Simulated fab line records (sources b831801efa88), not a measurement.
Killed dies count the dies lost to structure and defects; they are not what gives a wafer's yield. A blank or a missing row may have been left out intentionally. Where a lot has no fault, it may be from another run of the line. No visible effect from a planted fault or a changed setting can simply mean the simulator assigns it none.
Comparing a struck lot with a sound one ; flow sky130 ; 14 out of 708 route steps
Sound: these wafers, L144.1, L144.3, L144.6. Wafers L147.2, L147.3, L147.6 were the ones struck. The cause comes at the end.
For every step that has rows: the tool of each side, followed by ch and its chambers, followed by its first start. Under that, the readings that differ: sound wafers ; struck wafers ; difference of the means ; sigmas: that difference in standard deviations of wafers without a fault.
alike: a reading whose means differ by less than 2 such deviations, as well as words and numbers matching on both sides. not compared: withheld readings; readings where some wafer has no value; bounds like >300 that might hide an equal value; numbers whose values overlap and for which the record gives no deviation.
A row with sigmas, a row that says differs or no value, or rows on one side alone: a step with any of these is where the two part. When numbers do not overlap yet have no deviation, they are printed without sigmas and do not part them. A reading that every wafer of one side lacks parts them only if that side has two wafers or more.

first, 5 steps without rows for these wafers: SKY_SONOS_TUNNEL_COAT_02 (resist thk 1140 nm); SKY_SONOS_TUNNEL_SOFTBAKE_03 (time 60 s); SKY_SONOS_TUNNEL_EXPOSE_04 (exposes mask TUNM, target cd 410 nm); SKY_SONOS_TUNNEL_PEB_05; SKY_SONOS_TUNNEL_DEVELOP_06 (develop time 60 s).
SKY_SONOS_TUNNEL_CD_MEAS_07: the cd target is 410 nm.
  sound on cd-sem-01 at day 12 05:03; struck on cd-sem-02 at day 13 05:10
  alike: cd-nm
SKY_SONOS_TUNNEL_OVL_MEAS_08:
  sound on overlay-02 at day 12 05:10; struck on overlay-02 at day 13 05:16
reading;sound;struck;difference;sigmas
SONOS_TUNNEL_OVL (nm);-1.0 0.4 0.8;3.0 3.5 1.6;+2.6;+2
then, 3 steps without rows for these wafers: SKY_SONOS_TUNNEL_IMPLANT_09; SKY_SONOS_TUNNEL_WET_ETCH_10 (etches SiO2 in dHF, target depth 14 nm, time 280 s); SKY_SONOS_TUNNEL_STRIP_11 (strips in SPM, time 600 s).
SKY_SONOS_TUNNEL_TW_MEAS_12:
  sound on film-metro-03 at day 12 05:37; struck on film-metro-03 at day 13 05:43
  alike: SONOS_TUNNEL_TW
then, 1 step without rows for these wafers: SKY_SONOS_TUNNEL_CLEAN_13 (cleans in dHF, time 20 s).
SKY_SONOS_ONO_OXIDATION_00: stabilise 600 s, purge 300 s, target thk 2.6 nm.
  struck on furnace-02, day 13 06:01; sound on furnace-01 ch 0, day 12 05:41
  no value came back on the struck wafers for any of 5 readings (ox-temp-c (C), ox-temp-c-max and others); on the sound wafers ox-temp-c (C) reads 800.3 800.8 800.7
then, 1 step without rows for these wafers: SKY_SONOS_ONO_CVD_02 (deposits Si3N4 from DCS/NH3, target thk 10.5 nm, time 180 s).

WHERE THEY PART
Last at SKY_SONOS_ONO_OXIDATION_00 as far as this record goes, first at SKY_SONOS_TUNNEL_OVL_MEAS_08.

WHY: the cause the simulator had injected
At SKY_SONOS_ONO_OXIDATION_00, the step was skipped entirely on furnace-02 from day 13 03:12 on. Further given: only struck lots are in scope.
